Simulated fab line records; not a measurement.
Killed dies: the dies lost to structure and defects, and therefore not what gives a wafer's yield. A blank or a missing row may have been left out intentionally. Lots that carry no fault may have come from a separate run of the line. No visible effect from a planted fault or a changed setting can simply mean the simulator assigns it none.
Which of the tools did it? / flow gf180mcu / 17 wafers sampled from 6 lots at 1 step of a route of 602

WHAT THE GAUGES READ, wafer by wafer
GF_V1_RS_MEAS_24: uses a four-point probe to measure.
lot=L454; measured=day 19 15:46; on=film-metro-02; V1_W_RS (ohm/sq)=0.330 0.329 0.327
lot=L457; measured=day 20 22:05; on=film-metro-01; V1_W_RS (ohm/sq)=0.330 0.329
lot=L461; measured=day 22 08:50; on=film-metro-03; V1_W_RS (ohm/sq)=0.326 0.325 0.327
lot=L464; measured=day 23 10:31; on=film-metro-01; V1_W_RS (ohm/sq)=0.325 0.322 0.321
lot=L467; measured=day 24 10:01; on=film-metro-02; V1_W_RS (ohm/sq)=0.325 0.324 0.327
lot=L469; measured=day 24 20:30; on=film-metro-01; V1_W_RS (ohm/sq)=0.321 0.323 0.326

WHICH TOOL RAN EACH LOT (tool, then ch and the chambers of the sampled wafers, then the start)
There is no process step in the record ahead of these readings.

THE ANSWER, worked out from the rows above alone
Rule: the lots themselves supply what counts as usual. The widest of any qualifying gaps counts: lots, ordered by their means at a reading, are off when they make up no more than a third of the lots, leave a main group of 4 or more, and stand apart from it by 3 or more times the standard deviation of that group's means. Not used: any main group whose means are identical at the precision the tables above print for the reading. A lot without any number at a reading at which 4 lots or more have one is off too. Where the step has rows for the other lots, those lots are counted as sound.
None of the lots is off at any reading shown; this tells nothing.

WHAT THE SIMULATOR PUT IN
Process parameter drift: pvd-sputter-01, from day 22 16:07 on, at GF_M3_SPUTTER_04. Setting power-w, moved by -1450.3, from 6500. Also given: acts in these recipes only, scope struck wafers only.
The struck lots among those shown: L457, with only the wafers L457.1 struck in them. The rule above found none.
